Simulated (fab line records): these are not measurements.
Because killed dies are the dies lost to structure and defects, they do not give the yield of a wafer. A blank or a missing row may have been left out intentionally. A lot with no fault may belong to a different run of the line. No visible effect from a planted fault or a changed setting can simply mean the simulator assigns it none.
What tool caused it?	flow gf180mcu	Sampling: 7 lots, 21 wafers, 3 of 602 route steps

WHAT EACH GAUGE READ, for each wafer
GF_V2_RS_MEAS_24: measures by four-point-probe.
lot	measured	on	V2_W_RS (ohm/sq)
L160	day 21 21:51	film metro-01	0.335 0.332 0.333
L163	day 23 11:37	film metro-03	0.337 0.324 0.338
L165	day 23 20:57	film metro-03	0.324 0.327 0.332
L167	day 24 08:49	film metro-03	0.327 0.341 0.330
L171	day 25 19:58	film metro-03	0.335 0.333 0.325
L177	day 27 13:50	film metro-04	0.333 0.325 0.334
L179	day 28 04:37	film metro-03	0.325 0.334 0.325

WHAT TOOL EACH LOT RAN ON (gives the tool, then ch and the chambers of the sampled wafers, and finally the start)
lot	GF_VT_IMPLANT_DEVELOP_17	GF_CONTACT_STRIP_18
L160	litho track-01 ch 0, day 7 05:19	plasma asher-03 ch 0,1, day 17 14:40
L163	litho track-04 ch 0, day 8 11:36	plasma asher-01 ch 0,1, day 19 05:20
L165	litho track-04 ch 0, day 8 16:28	plasma asher-04 ch 0,1, day 19 16:41
L167	litho track-03 ch 0, day 9 01:09	plasma asher-03 ch 0,1, day 20 05:40
L171	litho track-01 ch 0, day 10 08:16	plasma asher-04 ch 0,1, day 21 19:26
L177	litho track-01 ch 0, day 11 19:35	plasma asher-04 ch 0,1, day 23 17:11
L179	litho track-01 ch 0, day 12 10:10	plasma asher-04 ch 0, day 24 11:02
- GF_VT_IMPLANT_DEVELOP_17: develop time 60 s.
- GF_CONTACT_STRIP_18: strips in O2/N2.

THE ANSWER, worked out from the rows above alone
Rule: the usual values come from the lots themselves. Put in order of their means at a reading, lots are off if they are a third of the lots or fewer, leave a main group of 4 or more, and stand apart from it by a gap of 3 or more times the standard deviation of the main group's means; of several such gaps the widest counts. The tables above print the reading to a certain number of digits; a main group whose means all agree to those digits is not used. A lot without any number at a reading at which 4 lots or more have one is off too. The other lots that the step has rows for count as sound.
No lot is off on any of the readings shown, so nothing can be concluded from this.

WHAT WAS PUT IN BY THE SIMULATOR
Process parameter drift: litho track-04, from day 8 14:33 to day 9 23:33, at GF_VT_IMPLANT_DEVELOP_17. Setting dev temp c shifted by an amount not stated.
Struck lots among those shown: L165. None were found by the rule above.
